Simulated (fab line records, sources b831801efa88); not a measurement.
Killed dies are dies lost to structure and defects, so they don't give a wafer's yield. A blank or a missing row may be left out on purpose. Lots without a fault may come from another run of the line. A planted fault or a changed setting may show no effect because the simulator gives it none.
Which tool did it? | flow sky130 | 11 lots, 33 wafers sampled, at 2 steps of a route of 708

WHAT THE GAUGES READ, wafer by wafer
SKY_PASSIVATION_THK_MEAS_03.
lot  | measured     | on            | PASSIVATION_CVD_02_THK (nm)
L579 | day 44 11:00 | film_metro-03 | 545 542 540
L580 | day 44 13:18 | film_metro-01 | 531 528 528
L581 | day 44 14:04 | film_metro-01 | 539 546 545
L582 | day 44 16:47 | film_metro-01 | 539 535 536
L583 | day 45 13:23 | film_metro-01 | 543 530 539
L586 | day 45 22:40 | film_metro-03 | 541 540 536
L593 | day 47 16:17 | film_metro-04 | 537 531 547
L594 | day 48 00:45 | film_metro-01 | 546 546 662
L596 | day 48 13:16 | film_metro-03 | 538 643 542
L598 | day 48 21:30 | film_metro-04 | 541 550 542
L601 | day 49 12:23 | film_metro-03 | 539 532 548

WHICH TOOL RAN EACH LOT (tool, then ch and the chambers of the sampled wafers, then the start)
lot  | SKY_PASSIVATION_CVD_02
L579 | pecvd-03 ch 0,1,2, day 44 10:46
L580 | pecvd-01 ch 0,1,2, day 44 13:04
L581 | pecvd-03 ch 1,2, day 44 13:50
L582 | pecvd-02 ch 0,1,2, day 44 16:33
L583 | pecvd-02 ch 0,1, day 45 13:10
L586 | pecvd-01 ch 1,2, day 45 22:25
L593 | pecvd-03 ch 0,1,2, day 47 16:04
L594 | pecvd-01 ch 0,1,2, day 48 00:36
L596 | pecvd-01 ch 0,1,2, day 48 13:02
L598 | pecvd-02 ch 0,1,2, day 48 21:16
L601 | pecvd-03 ch 0,1,2, day 49 12:10
- SKY_PASSIVATION_CVD_02: deposits Si3N4, target thk 540 nm.

THE ANSWER, worked out from the rows above alone
Rule: what is usual is taken from the lots themselves. Put in order of their means at a reading, lots are off if they are a third of the lots or fewer, leave a main group of 4 or more, and stand apart from it by a gap of 3 or more times the standard deviation of the main group's means; of several such gaps the widest counts. A main group whose means are all the same, to the digits that the tables above print for the reading, isn't used. A lot without any number at a reading at which 4 lots or more have one is off too. The other lots that the step has rows for count as sound.
Off: L594, L596, at SKY_PASSIVATION_THK_MEAS_03 (PASSIVATION_CVD_02_THK). The main group: mean 539 nm, standard deviation 4.3.
A tool fits if, at a process step before that reading, it ran every lot that is off, and no sound lot after the first of them. The gauges at SKY_PASSIVATION_THK_MEAS_03 are tried like those tools. One fits: pecvd-01 at SKY_PASSIVATION_CVD_02. Its last sound lot is L586 (day 45 22:25), its first lot that is off L594 (day 48 00:36): a fault that began between those two fits.

WHAT THE SIMULATOR HAD PUT IN
Process parameter drift: pecvd-01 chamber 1, from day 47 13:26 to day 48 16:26, at SKY_PASSIVATION_CVD_02. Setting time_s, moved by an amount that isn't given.
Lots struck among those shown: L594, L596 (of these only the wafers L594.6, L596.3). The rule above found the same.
